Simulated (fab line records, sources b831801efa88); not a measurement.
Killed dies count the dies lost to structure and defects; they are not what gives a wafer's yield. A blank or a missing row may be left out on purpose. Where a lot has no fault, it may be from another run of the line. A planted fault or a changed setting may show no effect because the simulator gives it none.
Struck lot and sound lot, side by side | flow sky130 | 17 out of 708 route steps
Sound: the wafers L356.1, L356.3, L356.5. Struck: wafers L346.1, L346.5, L346.6. The cause is named last.
Order at every step that has rows: each side's tool, ch and its chambers, its first start. Under that, the readings that differ: sound wafers | struck wafers | difference of the means | sigmas: that difference in standard deviations of wafers without a fault.
alike: a reading whose means differ by less than 2 such deviations, as well as words and numbers matching on both sides. not compared: withheld readings; readings where some wafer has no value; bounds like >300 that might hide an equal value; numbers whose values overlap and for which the record gives no deviation.
The two part at a step that has a row with sigmas, a row that says differs or no value, or rows on one side only. Numbers that don't overlap but have no deviation are shown without sigmas and don't part them. Lack of a reading on every wafer of one side parts them only where that side has two or more wafers.

first, 5 steps without rows for these wafers: SKY_SD_N_COAT_02 (resist thk 1140 nm); SKY_SD_N_SOFTBAKE_03 (time 60 s); SKY_SD_N_EXPOSE_04 (exposes mask NSDM, target cd 380 nm); SKY_SD_N_PEB_05; SKY_SD_N_DEVELOP_06 (develop time 60 s).
SKY_SD_N_CD_MEAS_07: the cd target is 380 nm.
  sound on cd-sem-02, day 33 22:28; struck on cd-sem-02, day 29 17:18
  alike: cd-nm
SKY_SD_N_OVL_MEAS_08:
  sound on overlay-01, day 33 22:35; struck on overlay-02, day 29 17:25
  alike: SD_N_OVL
then, 2 steps without rows for these wafers: SKY_SD_N_IMPLANT_09; SKY_SD_N_IMPLANT_10.
SKY_SD_N_STRIP_11: strips in O2/N2.
  sound on plasma-asher-03 ch 1, day 33 22:55; struck on plasma-asher-03 ch 0,1, day 29 17:46
  alike: drypump-motor-current-A, oes-product-au, strip-time-to-endpoint-s
  not compared: rf-hours-counter-h
SKY_SD_N_TW_MEAS_12:
  sound on film-metro-04, day 33 23:01; struck on film-metro-02, day 29 17:52
  alike: SD_N_TW
then, 1 step without rows for these wafers: SKY_SD_N_CLEAN_13 (cleans in SC1/SC2, time 150 s).
SKY_SD_N_RTA_14: time 2 s.
  sound on rtp-anneal-02 ch 0, day 33 23:07; struck on rtp-anneal-01 ch 0, day 29 17:58
  reading            | sound                | struck               | difference | sigmas
  lamp-power-pct (%) | 15.71 15.71 15.66    | 14.82 14.93 14.92    | -0.80      | -14
  wafer_temp_C_max   | 1077.4 1075.8 1077.6 | 1046.3 1045.2 1044.7 | -31.5      | -26
SKY_SD_N_RS_MEAS_16: the measuring method here is four-point-probe.
  sound on film-metro-01, day 33 23:18; struck on film-metro-02, day 29 18:08
  reading          | sound             | struck            | difference | sigmas
  SD_N_RS (ohm/sq) | 68.36 68.28 68.41 | 73.41 73.54 73.45 | +5.12      | +43
SKY_SD_N_RS_MEAS_17: the measuring method here is four-point-probe.
  sound on film-metro-01, day 33 23:25; struck on film-metro-02, day 29 18:16
  reading          | sound             | struck            | difference | sigmas
  SD_P_RS (ohm/sq) | 147.7 147.5 147.9 | 178.3 178.5 178.4 | +30.7      | +83
SKY_SD_N_RS_MEAS_18: the measuring method here is four-point-probe.
  sound on film-metro-01, day 33 23:32; struck on film-metro-02, day 29 18:23
  reading               | sound             | struck            | difference | sigmas
  RES_XHIGH_RS (ohm/sq) | 331.8 332.6 332.5 | 335.5 336.4 334.9 | +3.3       | +3
-- the record jumps here: 18 days lie between the struck wafers' starts before and after (it left off in module SD_N and takes up again in module PAD_OPEN, whose first step shown is number 708 of the route) --
SKY_PAD_OPEN_PROBE_99:
  sound on prober-02, day 50 05:56; struck on prober-01, day 47 07:22
  reading                                | sound             | struck            | difference | sigmas
  model.etest.res-xhigh-po.line-ohm-um   | 5638 5999 5682    | 7637 8274 8083    | +2225      |
  model.etest.res-xhigh-po.rs-ohm-sq     | 2002 2040 2000    | 2678 2790 2811    | +746       |
  model.etest.pfet_01v8.r-on-ohm-um      | 2842 2838 2941    | 3333 3220 3319    | +417       |
  model.etest.tip-p.rs-ohm-sq            | 6803 6841 6821    | 7313 7312 7363    | +508       |
  model.etest.res-pdiff.line-ohm-um      | 1364 1383 1330    | 1691 1760 1708    | +361       |
  model.etest.res-high-po.line-ohm-um    | 752.3 761.7 741.9 | 989.8 1024 1003   | +253.6     |
  model.etest.licon-high-po.rc-ohm       | 342.7 375.3 349.2 | 549.8 554.4 581.5 | +206.2     |
  model.etest.pfet-g5v0d10v5.r-on-ohm-um | 4662 4686 4710    | 4983 4982 5046    | +318       |

WHERE THEY PART
Earliest at SKY_SD_N_RTA_14; latest, in this record, at SKY_SD_N_RS_MEAS_18.

WHY: the cause the simulator had injected
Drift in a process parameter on rtp-anneal-01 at SKY_SD_N_RTA_14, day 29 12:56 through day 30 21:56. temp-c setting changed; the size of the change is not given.
